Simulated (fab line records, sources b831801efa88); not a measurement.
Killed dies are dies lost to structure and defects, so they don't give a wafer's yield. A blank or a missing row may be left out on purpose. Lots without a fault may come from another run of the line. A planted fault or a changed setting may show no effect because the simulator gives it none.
Which tool did it? | flow gf180mcu | 14 lots, 42 wafers sampled, at 2 steps of a route of 602

WHAT THE GAUGES READ, wafer by wafer
GF_MIM_THK_MEAS_11: measures by xrf. Usual: MIM_ALCU_THK 198 nm, standard deviation 3.1.
lot  | measured     | on            | MIM_ALCU_THK (nm) | flag
L564 | day 24 18:47 | film_metro-04 | 201 201 203       |
L566 | day 25 07:07 | film_metro-04 | 199 206 202       |
L567 | day 25 08:02 | film_metro-01 | 202 204 201       |
L570 | day 26 21:01 | film_metro-02 | 190 194 194       |
L571 | day 27 10:04 | film_metro-01 | 196 197 195       |
L576 | day 28 18:01 | film_metro-02 | 194 191 194       |
L577 | day 28 21:30 | film_metro-02 | 197 197 198       |
L579 | day 29 08:20 | film_metro-02 | 197 200 197       |
L578 | day 29 10:52 | film_metro-04 | 197 198 198       |
L580 | day 29 15:19 | film_metro-04 | 198 198 198       |
L581 | day 29 23:20 | film_metro-04 | 194 196 196       |
L585 | day 30 21:34 | film_metro-02 | 194 195 194       |
L586 | day 31 00:56 | film_metro-04 | 200 200 200       |
L587 | day 31 07:19 | film_metro-02 | 193 192 193       |

GF_M5_CD_MEAS_07: target cd 280 nm. Usual: cd_nm 280.1 nm, standard deviation 1.3.
lot  | measured     | on        | cd_nm (nm)        | flag
L564 | day 26 12:58 | cd_sem-01 | 279.8 281.5 280.5 |
L566 | day 27 00:58 | cd_sem-01 | 278.9 279.2 279.3 |
L567 | day 27 01:19 | cd_sem-02 | 281.5 280.9 281.6 |
L570 | day 28 12:58 | cd_sem-01 | 279.3 280.2 279.2 |
L571 | day 29 01:11 | cd_sem-01 | 280.9 281.8 282.4 |
L576 | day 30 07:15 | cd_sem-01 | 279.7 280.9 279.9 |
L577 | day 30 11:58 | cd_sem-02 | 281.6 282.2 282.1 |
L579 | day 30 21:37 | cd_sem-02 | 281.5 281.7 282.5 |
L578 | day 31 00:03 | cd_sem-02 | 280.0 280.2 280.7 |
L580 | day 31 03:13 | cd_sem-02 | 280.8 280.2 281.2 |
L581 | day 31 11:47 | cd_sem-02 | 281.0 280.1 280.0 |
L585 | day 32 08:14 | cd_sem-01 | 277.8 279.3 280.5 |
L586 | day 32 11:28 | cd_sem-01 | 280.0 279.8 279.1 |
L587 | day 32 17:01 | cd_sem-01 | 282.0 280.8 282.1 |

WHICH TOOL RAN EACH LOT (tool, then ch and the chambers of the sampled wafers, then the start)
The record holds no process step before these readings.

WHAT THE TOOLS THEMSELVES READ (means of the sampled wafers that have a number; where no wafer has one, the mark that the record gives instead)
The record holds no such reading with a usual standard deviation.

THE ANSWER, worked out from the rows above alone
Rule: a lot is off if the mean of its wafers that have a number lies more than 3 standard deviations from the usual mean. A lot without any number at a reading at which 4 lots or more have one is off too. The other lots that the step has rows for count as sound. The gauges are gone through in route order, then the tools' own readings, and for those a lot's mean is taken as printed above. The first step at which some lot is off is used, and at that step the reading that is off furthest; a lot without a number counts as furthest.
No lot is off at any reading shown: from this, nothing can be told.

WHAT THE SIMULATOR HAD PUT IN
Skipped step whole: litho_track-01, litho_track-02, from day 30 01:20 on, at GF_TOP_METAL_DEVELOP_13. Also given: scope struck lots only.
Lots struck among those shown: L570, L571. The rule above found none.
